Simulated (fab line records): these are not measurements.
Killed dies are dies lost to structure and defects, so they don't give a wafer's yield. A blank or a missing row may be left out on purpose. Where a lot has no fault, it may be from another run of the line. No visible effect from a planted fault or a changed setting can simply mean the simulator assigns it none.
2 desks looking at one fault || flow gf180mcu || each desk has only its own numbers; what lay behind them comes last

THE METROLOGY DESK
Lot by lot, what the gauges showed, no matter which tool ran the lot: averages of those sampled wafers that carry a number. If a lot's mean is further than 4 standard deviations from the usual mean, the lot is out of limits and carries the mark OUT (the distance appears in the brackets).
Columns: A = V3_W_RS at GF_V3_RS_MEAS_24, usual 0.326 ohm/sq; B = V3_W_THK at GF_V3_THK_MEAS_25, usual 346 nm
{"lot": "L593", "first seen here": "day 23 08:59", "A": 0.321, "B": 347}
{"lot": "L600", "first seen here": "day 25 23:56", "A": 0.328, "B": 344}
{"lot": "L609", "first seen here": "day 28 16:02", "A": 0.330, "B": 340}
{"lot": "L610", "first seen here": "day 28 22:16", "A": 0.327, "B": 349}
{"lot": "L614", "first seen here": "day 30 02:35", "A": 0.324, "B": 350}
Finding of this desk: none of the 5 lots has anything out of limits.

FOR THE TOOL OWNER'S DESK: pvd_sputter-04
The tool's own readings at GF_M4_SPUTTER_01 (material TiN, target thk 30 nm, time 25 s): means of the sampled wafers that have a number, for each lot that ran on this tool. If a lot's mean is further than 4 standard deviations from the usual mean, the lot is out of limits and carries the mark OUT (the distance appears in the brackets).
Columns: A = throttle_valve_pct at GF_M4_SPUTTER_01, usual 29.9 %
{"lot": "L593", "first seen here": "day 23 09:34", "A": 28.9}
{"lot": "L600", "first seen here": "day 26 00:32", "A": 28.9}
Finding of this desk: none of the 2 lots has anything out of limits.

ALL TOGETHER
Nothing out of limits was seen by the metrology desk.
The desk of the tool owner found nothing out of limits.

WHAT HAD BEEN PUT IN BY THE SIMULATOR
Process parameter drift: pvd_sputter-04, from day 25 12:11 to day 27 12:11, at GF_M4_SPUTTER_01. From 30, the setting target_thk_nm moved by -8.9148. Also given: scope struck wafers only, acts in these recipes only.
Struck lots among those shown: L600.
